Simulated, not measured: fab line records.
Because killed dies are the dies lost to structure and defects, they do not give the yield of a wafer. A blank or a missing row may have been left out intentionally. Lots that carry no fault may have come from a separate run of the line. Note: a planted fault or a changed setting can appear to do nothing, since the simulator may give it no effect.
fab line records -- flow gf180mcu
[record] lots = 12, wafers = 36, lastDay = 35
route steps=602 shown CONTACT@304 M1@331 V1@350
lots that met no fault: from a run of the same line without faults
startH: hours from the record's first day to the start of the lot's first wafer shown -- waitH: how many hours have passed since the lot's step before this one -- " the same as in the row above -- L1.1+2: one row covering several wafers at once -- - no value present, or no start provided -- * or withheld: withheld -- < > ~ a bound
route shown NAME@n: a module of which the file shows steps, and the number in the route of the first -- usual: mean/standard deviation taken from wafers without a fault -- same: alike in all rows -- chamber/n: place in a boat -- sites: each site's reading -- _std_site: the standard deviation of these -- _edge_site: the outer-site mean with the inner-site mean subtracted -- radiusMm: how far each site lies from the wafer's centre -- mask NAME#n: copy n -- behind: the tool/chamber that last shaped the wafer -- hold: the reason the lot was held/the length of the hold in hours/how it ended -- device: whichever transistor did not switch (one of n, p or np) -- end of line: tests run on the same wafers once the route is complete -- for a step that has no rows: nothing shown but its recipe -- killed: at the first sort, the dies lost to defects and structure; wafer yield is something else -- map: per-die view of a wafer (x killed, . not killed, _ where there is no die)
set.NAME: the setting as run; set.NAME@STEP: as run at that earlier step -- model.NAME: the simulator's own value behind a step, which no gauge read
route steps across a sampled set of lots; one table per step, one row per wafer
services: from which hour (startH, from the record's first day; less than 0 if before it) a tool's chamber was out of use, for how many hours, and why
[[steps]]
[step GF_CONTACT_ETCH_17]
[recipe] chemistry = C4F8/O2/Ar, maskMaterial = KrF, target = SiO2, stopOn = CoSi2, sourceW = 1500, biasW = 1200, pressureMtorr = 40, c4f8FlowSccm = withheld, O2_flow_sccm = 6, Ar_flow_sccm = 300, timeS = withheld, targetDepthA = 8600
[usual] biasW = 1200/3.7, oesProductAu = 0.814/0.0047
lot.wafer,tool,chamber,startH,waitH,biasW,oesProductAu
L306.2,rieDiel-01,3,367,-,1200,0.809
L306.4,rieDiel-01,1,367,-,1200,0.812
L306.6,rieDiel-01,0,367,-,1207,0.816
L309.1,rieDiel-01,0,403,-,1210,0.816
L309.4,rieDiel-01,1,403,-,1196,0.810
L309.6,rieDiel-01,3,403,-,1199,0.818
L308.1,rieDiel-04,0,408,-,1206,0.809
L308.5,rieDiel-04,2,408,-,1199,0.813
L308.6,rieDiel-04,3,408,-,1201,0.821
L310.1,rieDiel-01,3,415,-,1196,0.812
L310.3,rieDiel-01,1,415,-,1196,0.812
L310.6,rieDiel-01,0,415,-,1197,0.817
L312.1,rieDiel-02,3,435,-,1196,0.820
L312.2,rieDiel-02,0,435,-,1197,0.810
L312.4,rieDiel-02,2,435,-,1202,0.804
L313.1,rieDiel-02,3,457,-,1203,0.812
L313.3,rieDiel-02,2,457,-,1204,0.816
L313.6,rieDiel-02,2,457,-,1198,0.812
L314.1,rieDiel-01,1,458,-,1194,0.819
L314.5,rieDiel-01,3,458,-,1204,0.811
L314.6,rieDiel-01,0,458,-,1202,0.814
L320.4,rieDiel-02,1,497,-,1198,0.815
L320.5,rieDiel-02,3,497,-,1200,0.811
L320.6,rieDiel-02,0,497,-,1198,0.818
L322.1,rieDiel-01,3,517,-,1199,0.824
L322.2,rieDiel-01,0,517,-,1200,0.808
L322.3,rieDiel-01,2,517,-,1200,0.816
L324.2,rieDiel-04,0,536,-,1204,0.816
L324.3,rieDiel-04,2,536,-,1204,0.817
L324.4,rieDiel-04,1,536,-,1201,0.815
L328.3,rieDiel-02,1,563,-,1201,0.814
L328.4,rieDiel-02,3,563,-,1198,0.822
L328.6,rieDiel-02,1,563,-,1199,0.817
L329.2,rieDiel-01,3,569,-,1201,0.818
L329.3,rieDiel-01,1,569,-,1203,0.818
L329.6,rieDiel-01,2,569,-,1198,0.811
[step GF_CONTACT_STRIP_18]
[recipe] chemistry = O2/N2, powerW = 1400, pressureMtorr = 1500, platenTempC = 250, o2FlowSccm = 3000, n2FlowSccm = 300, overashFraction = 0.5
[usual] drypumpMotorCurrentA = 5.5/0.37, heaterPowerW = 355/33, oesProductAu = 0.581/0.0049, platenTempC = 250.00/0.16
lot.wafer,tool,chamber,startH,waitH,drypumpMotorCurrentA,heaterPowerW,oesProductAu,platenTempC,rfHoursCounterH
L306.2,plasmaAsher-04,0,367.68,-,5.1,352,0.575,250.17,56
L306.4,plasmaAsher-04,0,367.68,-,5.1,354,0.588,250.12,-
L306.6,plasmaAsher-04,1,367.68,-,5.6,387,0.587,249.94,-
L309.1,plasmaAsher-02,0,403.96,-,5.6,322,0.580,249.76,26
L309.4,plasmaAsher-02,0,403.96,-,5.6,326,0.568,249.89,-
L309.6,plasmaAsher-02,0,403.96,-,5.6,331,0.584,249.67,-
L308.1,plasmaAsher-04,1,408.91,-,5.5,385,0.590,249.93,60
L308.5,plasmaAsher-04,1,408.91,-,5.6,397,0.584,249.97,-
L308.6,plasmaAsher-04,0,408.91,-,5.1,365,0.589,249.92,-
L310.1,plasmaAsher-04,1,415.51,-,5.6,389,0.579,249.82,61
L310.3,plasmaAsher-04,1,415.51,-,5.6,384,0.580,250.02,-
L310.6,plasmaAsher-04,1,415.51,-,5.6,389,0.581,249.89,-
L312.1,plasmaAsher-04,1,435.23,-,5.6,388,0.583,249.96,63
L312.2,plasmaAsher-04,0,435.23,-,5.1,354,0.581,249.98,63
L312.4,plasmaAsher-04,1,435.23,-,5.6,390,0.581,250.01,-
L313.1,plasmaAsher-03,0,457.90,-,6.0,407,0.584,250.06,85
L313.3,plasmaAsher-03,0,457.90,-,6.0,400,0.576,249.98,-
L313.6,plasmaAsher-03,1,457.90,-,4.8,299,0.582,250.02,-
L314.1,plasmaAsher-02,0,458.23,-,5.5,320,0.575,249.80,33
L314.5,plasmaAsher-02,1,458.23,-,5.9,329,0.578,250.26,-
L314.6,plasmaAsher-02,0,458.23,-,5.6,322,0.578,249.91,-
L320.4,plasmaAsher-04,1,497.59,-,5.6,392,0.574,250.34,-
L320.5,plasmaAsher-04,1,497.59,-,5.6,391,0.587,249.91,-
L320.6,plasmaAsher-04,0,497.59,-,5.1,351,0.606,249.86,-
L322.1,plasmaAsher-02,0,517.77,-,5.6,325,0.577,250.24,40
L322.2,plasmaAsher-02,1,517.77,-,5.9,338,0.589,249.93,40
L322.3,plasmaAsher-02,0,517.77,-,5.6,327,0.580,250.12,-
L324.2,plasmaAsher-04,1,536.50,-,5.6,390,0.592,250.03,73
L324.3,plasmaAsher-04,0,536.50,-,5.1,354,0.575,250.05,-
L324.4,plasmaAsher-04,1,536.50,-,5.6,390,0.586,249.90,-
L328.3,plasmaAsher-03,0,563.66,-,6.0,401,0.575,250.14,-
L328.4,plasmaAsher-03,1,563.66,-,4.8,301,0.581,250.16,-
L328.6,plasmaAsher-03,1,563.66,-,4.9,297,0.576,250.23,-
L329.2,plasmaAsher-04,1,569.88,-,5.7,383,0.583,249.93,77
L329.3,plasmaAsher-04,1,569.88,-,5.6,380,0.581,249.80,-
L329.6,plasmaAsher-04,1,569.88,-,5.6,391,0.585,249.92,-
[step GF_M1_METAL_ETCH_16]
[recipe] chemistry = Cl2/BCl3, maskMaterial = KrF, targetDepthNm = 750.8, stopOn = SiO2, pressureMtorr = 8, icpW = 800, biasW = 140, Cl2_flow_sccm = 80, bcl3FlowSccm = 40, timeS = 125.1
[usual] biasW = 140.1/0.43, drypumpMotorCurrentA = 6.0/0.48, oesProductAu = 0.991/0.006, throttleValvePct = 28.230/0.0097
lot.wafer,tool,chamber,startH,waitH,biasW,drypumpMotorCurrentA,oesProductAu,rfHoursCounterH,throttleValvePct
L306.2,rieMetal-04,1,391.84,0.0,140.0,6.0,0.994,10,28.233
L306.4,rieMetal-04,0,391.84,0.0,140.3,5.4,0.991,-,28.223
L306.6,rieMetal-04,1,391.84,0.0,139.5,6.0,0.990,-,28.233
L309.1,rieMetal-04,0,429.19,0.0,139.6,5.4,0.998,7,28.225
L309.4,rieMetal-04,0,429.19,0.0,139.8,5.4,0.995,-,28.221
L309.6,rieMetal-04,1,429.19,0.0,139.7,6.0,0.983,-,28.230
L308.1,rieMetal-01,1,434.01,0.0,140.8,6.2,0.992,7,28.227
L308.5,rieMetal-01,0,434.01,0.0,139.7,6.7,0.991,-,28.229
L308.6,rieMetal-01,1,434.01,0.0,140.4,6.2,0.992,-,28.220
L310.1,rieMetal-04,0,441.74,0.0,140.4,5.4,0.997,8,28.238
L310.3,rieMetal-04,0,441.74,0.0,140.1,5.4,1.002,-,28.213
L310.6,rieMetal-04,1,441.74,0.0,139.7,6.0,0.991,-,28.227
L312.1,rieMetal-01,1,461.71,0.0,139.8,6.2,0.990,8,28.231
L312.2,rieMetal-01,0,461.71,0.0,139.8,6.7,0.992,4,28.213
L312.4,rieMetal-01,0,461.71,0.0,140.0,6.7,0.997,-,28.238
L313.1,rieMetal-01,1,483.84,0.0,140.4,6.2,0.992,8,28.234
L313.3,rieMetal-01,1,483.84,0.0,140.3,6.2,0.990,-,28.229
L313.6,rieMetal-01,1,483.84,0.0,141.1,6.2,0.995,-,28.250
L314.1,rieMetal-03,0,484.26,0.0,140.2,5.9,0.985,13,28.236
L314.5,rieMetal-03,0,484.26,0.0,139.5,6.0,0.988,-,28.248
L314.6,rieMetal-03,1,484.26,0.0,139.6,5.6,0.994,-,28.226
L320.4,rieMetal-03,1,521.84,0.1,140.4,5.6,0.993,-,28.233
L320.5,rieMetal-03,1,521.84,0.1,140.3,5.6,1.002,-,28.213
L320.6,rieMetal-03,1,521.84,0.1,140.7,5.6,0.994,-,28.220
L322.1,rieMetal-04,1,542.01,0.0,140.3,6.0,0.982,1,28.236
L322.2,rieMetal-04,0,542.01,0.0,139.9,5.4,0.996,10,28.230
L322.3,rieMetal-04,1,542.01,0.0,139.8,6.0,0.982,-,28.253
L324.2,rieMetal-03,0,561.24,0.0,140.0,6.0,0.981,1,28.237
L324.3,rieMetal-03,0,561.24,0.0,139.6,6.0,0.984,-,28.232
L324.4,rieMetal-03,1,561.24,0.0,140.1,5.6,1.000,-,28.226
L328.3,rieMetal-04,1,587.18,0.1,140.4,6.0,0.985,-,28.228
L328.4,rieMetal-04,0,587.18,0.1,139.7,5.4,0.999,-,28.235
L328.6,rieMetal-04,0,587.18,0.1,139.6,5.4,0.990,-,28.224
L329.2,rieMetal-03,1,592.86,0.0,141.5,5.6,0.992,7,28.222
L329.3,rieMetal-03,1,592.86,0.0,140.4,5.6,0.993,-,28.221
L329.6,rieMetal-03,0,592.86,0.0,139.8,6.0,0.986,-,28.213
[step GF_V1_OVL_MEAS_15]
[usual] V1_OVL = -3/5
lot.wafer,tool,chamber,startH,waitH,V1_OVL[nm]
L306.2,overlay-01,-,416.38,0.1,-3
L306.4,overlay-01,-,416.38,0.1,-13
L306.6,overlay-01,-,416.38,0.1,-14
L309.1,overlay-02,-,455.83,0.1,2
L309.4,overlay-02,-,455.83,0.1,-10
L309.6,overlay-02,-,455.83,0.1,-4
L308.1,overlay-01,-,460.78,0.1,0
L308.5,overlay-01,-,460.78,0.1,0
L308.6,overlay-01,-,460.78,0.1,-6
L310.1,overlay-02,-,467.88,0.1,3
L310.3,overlay-02,-,467.88,0.1,-8
L310.6,overlay-02,-,467.88,0.1,-2
L312.1,overlay-01,-,486.83,0.1,-2
L312.2,overlay-01,-,486.83,0.1,3
L312.4,overlay-01,-,486.83,0.1,-1
L313.1,overlay-01,-,510.07,0.1,-3
L313.3,overlay-01,-,510.07,0.1,-3
L313.6,overlay-01,-,510.07,0.1,-8
L314.1,overlay-01,-,510.13,0.1,-9
L314.5,overlay-01,-,510.13,0.1,-4
L314.6,overlay-01,-,510.13,0.1,2
L320.4,overlay-02,-,545.94,0.1,-8
L320.5,overlay-02,-,545.94,0.1,4
L320.6,overlay-02,-,545.94,0.1,-6
L322.1,overlay-02,-,565.78,0.1,7
L322.2,overlay-02,-,565.78,0.1,6
L322.3,overlay-02,-,565.78,0.1,1
L324.2,overlay-01,-,584.78,0.1,-5
L324.3,overlay-01,-,584.78,0.1,-13
L324.4,overlay-01,-,584.78,0.1,-4
L328.3,overlay-02,-,610.94,0.1,-12
L328.4,overlay-02,-,610.94,0.1,-12
L328.6,overlay-02,-,610.94,0.1,-10
L329.2,overlay-02,-,615.78,0.1,-3
L329.3,overlay-02,-,615.78,0.1,0
L329.6,overlay-02,-,615.78,0.1,-3
[step GF_V1_SPUTTER_21]
[recipe] material = Ti, targetThkNm = 15, chamberPressurePa = 5, powerW = 2500, substrateTempC = 200, timeS = 80.02
[usual] chamberPressurePa = 5.000/0.0093, throttleValvePct = 30.1/1.3
lot.wafer,tool,chamber,startH,waitH,chamberPressurePa,throttleValvePct
L306.2,pvdSputter-01,-,417.07,0.0,4.988,29.5
L306.4,pvdSputter-01,-,417.07,0.0,5.005,29.2
L306.6,pvdSputter-01,-,417.07,0.0,5.004,29.5
L309.1,pvdSputter-04,-,456.53,0.0,5.009,30.4
L309.4,pvdSputter-04,-,456.53,0.0,4.992,30.1
L309.6,pvdSputter-04,-,456.53,0.0,5.012,30.9
L308.1,pvdSputter-01,-,461.48,0.0,5.004,29.8
L308.5,pvdSputter-01,-,461.48,0.0,4.980,29.2
L308.6,pvdSputter-01,-,461.48,0.0,5.014,28.6
L310.1,pvdSputter-03,-,468.58,0.0,4.992,31.4
L310.3,pvdSputter-03,-,468.58,0.0,4.983,29.0
L310.6,pvdSputter-03,-,468.58,0.0,5.006,30.1
L312.1,pvdSputter-03,-,487.55,0.0,5.008,28.9
L312.2,pvdSputter-03,-,487.55,0.0,5.005,31.3
L312.4,pvdSputter-03,-,487.55,0.0,5.005,30.0
L314.1,pvdSputter-03,-,510.85,0.0,4.990,31.2
L314.5,pvdSputter-03,-,510.85,0.0,5.000,33.8
L314.6,pvdSputter-03,-,510.85,0.0,4.986,31.0
L313.1,pvdSputter-01,-,510.96,0.0,5.012,30.3
L313.3,pvdSputter-01,-,510.96,0.0,5.001,29.5
L313.6,pvdSputter-01,-,510.96,0.0,5.008,28.8
L320.4,pvdSputter-04,-,546.62,0.0,5.001,30.5
L320.5,pvdSputter-04,-,546.62,0.0,5.011,30.2
L320.6,pvdSputter-04,-,546.62,0.0,5.011,28.8
L322.1,pvdSputter-04,-,566.48,0.0,4.984,30.1
L322.2,pvdSputter-04,-,566.48,0.0,4.992,29.5
L322.3,pvdSputter-04,-,566.48,0.0,4.998,30.7
L324.2,pvdSputter-01,-,585.48,0.0,5.014,29.4
L324.3,pvdSputter-01,-,585.48,0.0,4.993,30.3
L324.4,pvdSputter-01,-,585.48,0.0,5.009,29.1
L328.3,pvdSputter-03,-,611.62,0.0,5.003,28.9
L328.4,pvdSputter-03,-,611.62,0.0,5.000,31.2
L328.6,pvdSputter-03,-,611.62,0.0,5.002,33.4
L329.2,pvdSputter-03,-,616.48,0.0,5.006,29.8
L329.3,pvdSputter-03,-,616.48,0.0,4.989,31.1
L329.6,pvdSputter-03,-,616.48,0.0,5.000,29.0
[[services]]
tool,chamber,startH,hours,kind
plasmaAsher-02,-,346.42,10.3,pm
rieDiel-01,3,352.54,8.7,repair
rieDiel-02,-,406.19,14.6,pm
rieMetal-01,1,412.21,6.2,repair
rieDiel-02,1,433.06,27.5,repair
rieDiel-02,0,438.31,18.3,repair
rieDiel-02,2,449.50,3.2,repair
rieMetal-04,1,450.98,12.3,repair
rieDiel-01,1,485.55,1.7,repair
rieDiel-01,0,490.06,13.3,repair
plasmaAsher-02,-,503.16,0.6,repair
rieDiel-02,-,507.44,0.5,repair
pvdSputter-01,-,523.28,27.0,repair
pvdSputter-03,-,526.60,4.3,repair
plasmaAsher-04,-,539.74,4.3,pm
plasmaAsher-04,-,544.45,4.0,pm
pvdSputter-03,-,556.24,15.3,repair
plasmaAsher-02,-,557.85,31.1,repair
rieDiel-01,0,562.01,9.9,repair
plasmaAsher-02,-,577.76,2.8,repair
rieDiel-02,-,583.33,0.7,repair
rieDiel-01,3,588.98,6.1,repair
rieDiel-01,-,591.56,14.6,pm
pvdSputter-04,-,604.02,46.8,repair
[[key]]
[firstSign] step = GF_CONTACT_STRIP_18, reading = oesProductAu, direction = up, sigmas = 5.1, usual = 0.581, struck = 0.606
effect none on later readings
metAt GF_CONTACT_ETCH_17
struckLots L320
struckWafers L320.6
testerLeftOut L320
notActingAt GF_M1_METAL_ETCH_16,GF_V1_OVL_MEAS_15,GF_V1_SPUTTER_21
onsetBetween 435 497
[fault] kind = processParameterDrift, tool = rieDiel-02, chamber = 0, onsetH = 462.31, steps = GF_CONTACT_ETCH_17, channel = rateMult, offset = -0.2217, shape = step, endH = 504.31
// testerLeftOut: of these lots the tester's yield and bins aren't shown, on N5 and GAA mostly nor the transistor test; their killed dies are dies lost to structure and defects alone, not to doping, threshold or leakage, so they don't give the yield
